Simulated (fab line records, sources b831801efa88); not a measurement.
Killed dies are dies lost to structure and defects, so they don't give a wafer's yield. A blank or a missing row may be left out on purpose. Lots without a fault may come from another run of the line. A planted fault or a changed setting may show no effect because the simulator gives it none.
A struck lot beside a sound one | flow sky130 | 22 steps out of a route of 708
Sound: wafers L618.1, L618.4, L618.5. Struck: wafers L619.2, L619.3, L619.4. The cause comes at the end.
At each step with rows: each side's tool, then ch and its chambers, then its first start. Under that, the readings that differ: sound wafers | struck wafers | difference of the means | sigmas: that difference in standard deviations of wafers without a fault.
alike: readings whose means differ by less than 2 such deviations, and words and numbers that are the same on both sides. not compared: withheld readings, readings that some wafer has no value for, bounds like >300 that may hide the same value, and numbers for which the record gives no deviation and whose values overlap.
The two part at a step that has a row with sigmas, a row that says differs or no value, or rows on one side only. Numbers that don't overlap but have no deviation are shown without sigmas and don't part them. A reading that every wafer of one side lacks parts them only if that side has two wafers or more.

first, 5 steps without rows for these wafers: SKY_LDD_P_COAT_02 (resist thk 1119 nm); SKY_LDD_P_SOFTBAKE_03 (time 60 s); SKY_LDD_P_EXPOSE_04 (exposes mask PSDM, target cd 380 nm); SKY_LDD_P_PEB_05; SKY_LDD_P_DEVELOP_06 (develop time 60 s).
SKY_LDD_P_CD_MEAS_07: target cd 380 nm.
  sound on cd_sem-02, day 20 16:29; struck on cd_sem-01, day 20 23:22
  alike: cd_nm
SKY_LDD_P_OVL_MEAS_08:
  sound on overlay-01, day 20 16:37; struck on overlay-02, day 20 23:28
  reading        | sound       | struck      | difference | sigmas
  LDD_P_OVL (nm) | 0.6 0.2 0.4 | 3.5 5.0 3.3 | +3.5       | +3
then, 1 step without rows for these wafers: SKY_LDD_P_IMPLANT_09.
SKY_LDD_P_STRIP_10: strips in O2/N2.
  sound on plasma_asher-04 ch 0,1, day 20 16:48; struck on plasma_asher-04 ch 0,1, day 20 23:38
  reading                      | sound             | struck            | difference | sigmas
  strip_time_to_endpoint_s (s) | 14.01 13.98 13.99 | 13.89 13.90 13.86 | -0.11      | -3
  alike: drypump_motor_current_A, n2_flow_sccm, oes_product_au
  not compared: rf_hours_counter_h
SKY_LDD_P_TW_MEAS_11:
  sound on film_metro-03, day 20 16:54; struck on film_metro-03, day 20 23:45
  alike: LDD_P_TW
then, 2 steps without rows for these wafers: SKY_LDD_HVN_DEHYDRATE_00 (time 60 s); SKY_LDD_HVN_HMDS_01 (prime time 60 s).
SKY_LDD_HVN_COAT_02: resist thk 300 nm.
  sound on litho_track-03 ch 0, day 21 07:35; struck on litho_track-01 ch 0, day 21 14:55
  reading                                      | sound                | struck               | difference | sigmas
  spin_speed_rpm (rpm)                         | 3000.2 3001.9 3000.5 | 3377.7 3379.0 3378.6 | +377.6     | +99 or more
  model.NOVOLAK_of_LDD_HVN_COAT_02.thk_nm (nm) | 300.2 300.2 299.7    | 280.3 281.6 280.8    | -19.1      |
then, 3 steps without rows for these wafers: SKY_LDD_HVN_SOFTBAKE_03 (time 60 s); SKY_LDD_HVN_EXPOSE_04 (exposes mask HVNTM, target cd 700 nm); SKY_LDD_HVN_PEB_05.
SKY_LDD_HVN_DEVELOP_06: develop time 60 s.
  sound on litho_track-01 ch 0, day 21 22:48; struck on litho_track-04 ch 0, day 22 06:28
  reading                                      | sound             | struck            | difference | sigmas
  model.NOVOLAK_of_LDD_HVN_COAT_02.thk_nm (nm) | 299.8 299.8 299.3 | 279.9 281.2 280.4 | -19.1      |
SKY_LDD_HVN_OVL_MEAS_07:
  sound on overlay-01, day 21 22:57; struck on overlay-02, day 22 06:35
  alike: LDD_HVN_OVL
then, 1 step without rows for these wafers: SKY_LDD_HVN_IMPLANT_08.
SKY_LDD_HVN_STRIP_09: strips in O2/N2.
  sound on plasma_asher-03 ch 0,1, day 21 23:08; struck on plasma_asher-03 ch 0,1, day 22 06:46
  reading                      | sound             | struck            | difference | sigmas
  oes_product_au (a.u.)        | 0.410 0.408 0.400 | 0.398 0.393 0.394 | -0.011     | -2
  strip_time_to_endpoint_s (s) | 4.144 4.122 4.123 | 3.855 3.885 3.887 | -0.254     | -18
  alike: drypump_motor_current_A, n2_flow_sccm
  not compared: rf_hours_counter_h
SKY_LDD_HVN_TW_MEAS_10:
  sound on film_metro-02, day 21 23:14; struck on film_metro-02, day 22 06:53
  alike: LDD_HVN_TW
-- the record jumps here: 25 days lie between the struck wafers' starts before and after (it left off in module LDD_HVN and takes up again in module PAD_OPEN, whose first step shown is number 708 of the route) --
SKY_PAD_OPEN_PROBE_99:
  the record has rows for the struck wafers here (prober-01, day 47 05:58) and none for the sound ones

WHERE THEY PART
First at SKY_LDD_P_OVL_MEAS_08; last, within this record, at SKY_PAD_OPEN_PROBE_99.

WHY: what the simulator had put in
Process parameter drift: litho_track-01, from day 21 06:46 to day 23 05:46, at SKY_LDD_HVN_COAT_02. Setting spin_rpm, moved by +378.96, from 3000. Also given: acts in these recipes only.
